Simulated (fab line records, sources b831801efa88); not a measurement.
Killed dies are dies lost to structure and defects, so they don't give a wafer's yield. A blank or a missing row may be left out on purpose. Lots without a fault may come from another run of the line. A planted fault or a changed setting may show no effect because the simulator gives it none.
Split-lot experiment | flow sky130 | 5 lots, 23 wafers read, on a route of 708 steps

THE SPLIT
At SKY_VIA2_CVD_21 (deposits W, target thk 420 nm, time 126.4 s), the setting temp_c was moved away from the recipe's 400 C on 11 of the 23 wafers read, by +0.8% to +1.8%. The other wafers ran this setting at the recipe's value.

FROM THE SPLIT TO THE READING: what the file shows between them, 1 step
- SKY_VIA2_RS_MEAS_22: measures by four-point-probe

THE READING
VIA2_W_THK, in nm, at SKY_VIA2_THK_MEAS_23 (measures by xrf). Fault-free wafers of this fab line usually give 410 nm, standard deviation 9.3 nm.

wafer  | tool, chamber at the split | temp_c as run, C | against the recipe | VIA2_W_THK, nm | against lot-mates on the recipe
L079.1 | cvd_w-01, 0                | 400              | recipe             | 407            | -
L079.2 | cvd_w-01, 1                | 407              | +1.8%              | 457            | +50
L079.3 | cvd_w-01, 0                | 407              | +1.8%              | 456            | +49
L079.4 | cvd_w-01, 1                | 407              | +1.8%              | 457            | +50
L079.6 | cvd_w-01, 0                | 400              | recipe             | 407            | -
L077.1 | cvd_w-02, 0                | 400              | recipe             | 404            | -
L077.2 | cvd_w-02, 1                | 400              | recipe             | 406            | -
L077.3 | cvd_w-02, 1                | 406.5            | +1.6%              | 457            | +51
L077.5 | cvd_w-02, 0                | 406.5            | +1.6%              | 455            | +49
L077.6 | cvd_w-02, 1                | 400              | recipe             | 407            | -
L080.1 | cvd_w-01, 1                | 403              | +0.8%              | 429            | +17
L080.2 | cvd_w-01, 0                | 400              | recipe             | 412            | -
L080.4 | cvd_w-01, 0                | 403              | +0.8%              | 433            | +21
L080.5 | cvd_w-01, 0                | 400              | recipe             | 412            | -
L080.6 | cvd_w-01, 1                | 403              | +0.8%              | 436            | +24
L084.1 | cvd_w-02, 0                | 400              | recipe             | 423            | -
L084.3 | cvd_w-02, 0                | 400              | recipe             | 416            | -
L084.4 | cvd_w-02, 1                | 403.5            | +0.9%              | 439            | +20
L084.5 | cvd_w-02, 0                | 403.5            | +0.9%              | 447            | +28
L084.6 | cvd_w-02, 1                | 403.5            | +0.9%              | 444            | +24
L085.3 | cvd_w-02, 1                | 400              | recipe             | 402            | -
L085.4 | cvd_w-02, 0                | 400              | recipe             | 407            | -
L085.5 | cvd_w-02, 0                | 400              | recipe             | 406            | -

THE FIT
A straight line over all 23 wafers: VIA2_W_THK changes by +28.7 nm for each +1% of temp_c; r = +0.96; the points scatter about the line by 5.7 nm.
The same after taking each lot's own level away (the mean of its wafers on the recipe; 23 wafers): +29.1 nm for each +1%; r = +0.99; scatter 2.6 nm.
On that fit, the largest move of temp_c shifts the reading by 51 nm.
The lots' own levels span 405.0 to 419.5 nm, that is 1.6 times the standard deviation above.
So the lot-to-lot level changes the slope little: the two slopes agree.
Check: with one of the wafers moved furthest among these (+1.8%) left out of the fit, the line predicts +50.8 nm for it against its lot-mates. It came out at +50 nm against them.

OTHER SPLITS ON THESE WAFERS
These wafers also went through other splits before the reading. Each is held against what the fit with the lots' levels taken away leaves over:
other split on the same wafers            | wafers away from the commonest value | r with VIA2_W_THK (lot level and that fit taken away)
SKY_METAL1_SPUTTER_02 chamber_pressure_pa | 18                                   | -0.07
SKY_METAL1_DEVELOP_14 develop_time_s      | 10                                   | +0.07
SKY_METAL2_SPUTTER_00 power_w             | 9                                    | +0.08
SKY_METAL2_DEVELOP_14 dev_temp_c          | 7                                    | -0.27
SKY_VIA2_HDPCVD_00 time_s                 | 8                                    | -0.01

THE WHOLE CHAIN: every reading that the file lists as answering this split, in the file's order
step                 | what it does                                | reading                                                                  | change (the file's fit)              | r (the file's)
SKY_VIA2_CVD_21      | deposits W, target thk 420 nm, time 126.4 s | W_of_VIA2_CVD_21.thk_nm (the simulator's own value, which no gauge read) | +29.8 nm for each +1% of the setting | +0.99
SKY_VIA2_RS_MEAS_22  | measures by four-point-probe                | VIA2_W_RS                                                                | -0.0176 for each +1% of the setting  | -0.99
SKY_VIA2_THK_MEAS_23 | measures by xrf                             | VIA2_W_THK                                                               | +29.1 for each +1% of the setting    | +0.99

THE FILE'S OWN FIT
VIA2_W_THK changes by +29.1 nm for each +1% of temp_c, r = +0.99.
